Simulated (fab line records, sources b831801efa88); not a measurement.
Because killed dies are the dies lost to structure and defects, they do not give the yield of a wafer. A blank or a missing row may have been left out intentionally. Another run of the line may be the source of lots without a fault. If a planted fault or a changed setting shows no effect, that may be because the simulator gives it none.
Which of the tools did it?    flow gf180mcu    18 wafers from 6 lots sampled at 4 of the route's 602 steps

## WHAT THE GAUGES SHOWED, per wafer
GF_VT_IMPLANT_RS_MEAS_46: uses a four-point probe to measure.
lot   measured      on             MVSD_RS (ohm/sq)
L313  day 7 11:53   film metro-03  455.0 455.7 457.4
L316  day 8 08:06   film metro-04  456.5 457.4 456.4
L326  day 11 18:06  film metro-04  462.6 462.8 462.7
L330  day 13 00:46  film metro-01  455.6 457.1 456.1
L332  day 13 08:05  film metro-03  456.5 456.4 457.5
L335  day 14 08:58  film metro-01  458.1 455.9 457.2

## EACH LOT AND THE TOOL THAT RAN IT (in order: tool; ch and the chambers of the sampled wafers; start)
lot   GF_STI_ETCH_14                   GF_STI_STRIP_15                      GF_MVSD_IMPLANT_08
L313  rie si-02 ch 1,3, day 2 07:16    plasma asher-03 ch 0,1, day 2 07:21  implanter-02 ch 0, day 4 14:26
L316  rie si-01 ch 0,3, day 2 21:55    plasma asher-04 ch 0,1, day 2 22:01  implanter-04 ch 0, day 5 06:21
L326  rie si-02 ch 0,1,3, day 5 02:52  plasma asher-01 ch 0,1, day 5 02:56  implanter-04 ch 0, day 8 01:41
L330  rie si-02 ch 1,2,3, day 6 01:04  plasma asher-04 ch 0,1, day 6 01:08  implanter-03 ch 0, day 9 03:38
L332  rie si-02 ch 1,2,3, day 6 11:43  plasma asher-04 ch 0,1, day 6 11:48  implanter-03 ch 0, day 9 10:32
L335  rie si-01 ch 0,2,3, day 7 03:34  plasma asher-03 ch 0,1, day 7 03:39  implanter-03 ch 0, day 10 07:48
- GF_STI_ETCH_14: etches Si in HBr/Cl2/O2, target depth 360 nm, time 102.9 s.
- GF_STI_STRIP_15: strips in O2/N2.
- GF_MVSD_IMPLANT_08

## THE ANSWER, worked out from the rows above alone
Rule: what is usual is taken from the lots themselves. The widest of any qualifying gaps counts: lots, ordered by their means at a reading, are off when they make up no more than a third of the lots, leave a main group of 4 or more, and stand apart from it by 3 or more times the standard deviation of that group's means. If all means in a main group match to the digits the tables above print for the reading, that group is not used. Also off: a lot with no number at a reading for which 4 or more lots have one. Where the step has rows for the other lots, those lots are counted as sound.
Off: at GF_VT_IMPLANT_RS_MEAS_46 (MVSD_RS), L326. Main group: mean 456.6 ohm/sq, sd 0.38.
If a tool, at a process step before that reading, ran all the lots that are off and no sound lot after the first of them, it fits. Those tools and the gauges at GF_VT_IMPLANT_RS_MEAS_46 are tried in the same way. Can't be told from this: 3 tools fit, plasma asher-01 at GF_STI_STRIP_15, implanter-04 at GF_MVSD_IMPLANT_08, film metro-04 at GF_VT_IMPLANT_RS_MEAS_46.

## WHAT THE SIMULATOR HAD PUT IN
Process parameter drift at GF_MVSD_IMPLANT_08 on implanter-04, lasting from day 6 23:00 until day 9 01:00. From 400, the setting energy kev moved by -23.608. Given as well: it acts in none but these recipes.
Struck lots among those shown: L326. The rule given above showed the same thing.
